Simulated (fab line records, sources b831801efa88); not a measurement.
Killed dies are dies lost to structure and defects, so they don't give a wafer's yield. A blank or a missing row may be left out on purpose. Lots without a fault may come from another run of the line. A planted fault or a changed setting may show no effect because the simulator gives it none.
Which tool did it? | flow sfq_line | 14 lots, 42 wafers sampled, at 3 steps of a route of 325

WHAT THE GAUGES READ, wafer by wafer
The record holds no reading of a measuring or inspecting step that can be judged against a usual standard deviation.

WHICH TOOL RAN EACH LOT (tool, then ch and the chambers of the sampled wafers, then the start)
lot  | SFQ_TRILAYER_I4_CMP_CMP_100   | SFQ_TRILAYER_I4_METRO_MEASURE_101 | SFQ_TRILAYER_I4_VIA_ETCH_VIA_ETCH_106
L804 | cmp-02 ch 0,1,3, day 46 00:27 | film_metro-01, day 46 02:28       | rie_diel-02 ch 0,2,3, day 51 19:26
L805 | cmp-02 ch 0,1, day 46 03:28   | film_metro-01, day 46 06:35       | rie_diel-03 ch 0,2,3, day 51 23:02
L806 | cmp-01 ch 0,1, day 46 04:42   | film_metro-04, day 46 08:25       | rie_diel-01 ch 0,1,3, day 52 00:14
L807 | cmp-01 ch 2,3, day 46 10:42   | film_metro-01, day 46 13:49       | rie_diel-03 ch 0,2,3, day 52 02:38
L808 | cmp-02 ch 0,1, day 46 18:53   | film_metro-02, day 46 21:54       | rie_diel-01 ch 2,3, day 52 08:26
L809 | cmp-01 ch 0,2,3, day 46 22:42 | film_metro-01, day 47 02:01       | rie_diel-02 ch 0,1,3, day 52 12:02
L810 | cmp-01 ch 1,2,3, day 47 05:38 | film_metro-04, day 47 09:10       | rie_diel-02 ch 0,1,2, day 52 19:22
L811 | cmp-01 ch 0,2,3, day 47 09:08 | film_metro-04, day 47 11:46       | rie_diel-01 ch 0,1,3, day 52 22:58
L814 | cmp-02 ch 0,1,2, day 49 05:56 | film_metro-01, day 49 08:15       | rie_diel-01 ch 0,1,2, day 54 15:07
L815 | cmp-01 ch 0,1, day 49 16:02   | film_metro-04, day 49 19:03       | rie_diel-03 ch 0,3, day 55 05:31
L816 | cmp-01 ch 1,2,3, day 49 22:34 | film_metro-04, day 50 01:41       | rie_diel-02 ch 1,2,3, day 55 18:43
L817 | cmp-02 ch 0,2, day 50 01:38   | film_metro-01, day 50 04:16       | rie_diel-01 ch 1,3, day 55 22:19
L818 | cmp-02 ch 0,1,2, day 50 11:28 | film_metro-04, day 50 14:17       | rie_diel-02 ch 1,2,3, day 56 07:24
L823 | cmp-02 ch 1,2,3, day 51 21:25 | film_metro-02, day 51 23:44       | rie_diel-01 ch 0,2, day 57 15:48
- SFQ_TRILAYER_I4_CMP_CMP_100: polishes SiO2.
- SFQ_TRILAYER_I4_METRO_MEASURE_101
- SFQ_TRILAYER_I4_VIA_ETCH_VIA_ETCH_106: etches SiO2 in CHF3, stops on Nb, target depth 260 nm.

WHAT THE TOOLS THEMSELVES READ (means of the sampled wafers that have a number; where no wafer has one, the mark that the record gives instead)
SFQ_TRILAYER_I4_CMP_CMP_100. Usual: motor_current_A 10.6 A, standard deviation 1.1; time_to_endpoint_s 224 s, standard deviation 8.5.
lot  | tool   | motor_current_A (A) | time_to_endpoint_s (s) | flag
L804 | cmp-02 | 10.7                | 225                    |
L805 | cmp-02 | 10.1                | 226                    |
L806 | cmp-01 | 10.8                | 229                    |
L807 | cmp-01 | 10.2                | 223                    |
L808 | cmp-02 | 10.9                | 223                    |
L809 | cmp-01 | 10.7                | 224                    |
L810 | cmp-01 | 10.2                | 220                    |
L811 | cmp-01 | 10.5                | 226                    |
L814 | cmp-02 | 10.7                | 233                    |
L815 | cmp-01 | 10.1                | 263                    | OFF
L816 | cmp-01 | 10.4                | 256                    | OFF
L817 | cmp-02 | 10.9                | 221                    |
L818 | cmp-02 | 10.5                | 212                    |
L823 | cmp-02 | 10.4                | 224                    |

SFQ_TRILAYER_I4_METRO_MEASURE_101. Usual: thk_nm 200.4 nm, standard deviation 1.
lot  | tool          | thk_nm (nm) | flag
L804 | film_metro-01 | 201.2       |
L805 | film_metro-01 | 200.4       |
L806 | film_metro-04 | 201.8       |
L807 | film_metro-01 | 200.4       |
L808 | film_metro-02 | 200.0       |
L809 | film_metro-01 | 200.0       |
L810 | film_metro-04 | 200.4       |
L811 | film_metro-04 | 199.4       |
L814 | film_metro-01 | 200.3       |
L815 | film_metro-04 | 151.0       | OFF
L816 | film_metro-04 | 149.9       | OFF
L817 | film_metro-01 | 200.0       |
L818 | film_metro-04 | 199.3       |
L823 | film_metro-02 | 201.0       |

SFQ_TRILAYER_I4_VIA_ETCH_VIA_ETCH_106. Usual: drypump_motor_current_A 5.8 A, standard deviation 0.47; oes_product_au 0.856 a.u., standard deviation 0.0051.
lot  | tool        | drypump_motor_current_A (A) | oes_product_au (a.u.) | flag
L804 | rie_diel-02 | 5.6                         | 0.855                 |
L805 | rie_diel-03 | 5.7                         | 0.858                 |
L806 | rie_diel-01 | 6.1                         | 0.861                 |
L807 | rie_diel-03 | 5.8                         | 0.855                 |
L808 | rie_diel-01 | 6.3                         | 0.857                 |
L809 | rie_diel-02 | 6.0                         | 0.856                 |
L810 | rie_diel-02 | 5.6                         | 0.856                 |
L811 | rie_diel-01 | 6.1                         | 0.852                 |
L814 | rie_diel-01 | 6.1                         | 0.860                 |
L815 | rie_diel-03 | 5.8                         | 0.741                 | OFF
L816 | rie_diel-02 | 5.6                         | 0.734                 | OFF
L817 | rie_diel-01 | 6.1                         | 0.854                 |
L818 | rie_diel-02 | 5.6                         | 0.848                 |
L823 | rie_diel-01 | 6.1                         | 0.857                 |

THE ANSWER, worked out from the rows above alone
Rule: a lot is off if the mean of its wafers that have a number lies more than 3 standard deviations from the usual mean. A lot without any number at a reading at which 4 lots or more have one is off too. The other lots that the step has rows for count as sound. The gauges are gone through in route order, then the tools' own readings, and for those a lot's mean is taken as printed above. The first step at which some lot is off is used, and at that step the reading that is off furthest; a lot without a number counts as furthest.
Off: L815, L816, at SFQ_TRILAYER_I4_CMP_CMP_100 (time_to_endpoint_s).
A tool fits if, at that step or a process step before it, it ran every lot that is off, and no sound lot after the first of them. One fits: cmp-01 at SFQ_TRILAYER_I4_CMP_CMP_100. Its last sound lot is L811 (day 47 09:08), its first lot that is off L815 (day 49 16:02): a fault that began between those two fits.
The tool's own readings at SFQ_TRILAYER_I4_CMP_CMP_100 bear it out: on the lots that are off they differ by more than 5 times the standard deviation of the sound lots' means. time_to_endpoint_s reads 260 s there against 224 s on the sound lots.

WHAT THE SIMULATOR HAD PUT IN
Process parameter drift: cmp-01, from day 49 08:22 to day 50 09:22, at SFQ_TRILAYER_I4_CMP_CMP_100. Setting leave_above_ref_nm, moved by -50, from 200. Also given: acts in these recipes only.
Lots struck among those shown: L815, L816. The rule above found the same.
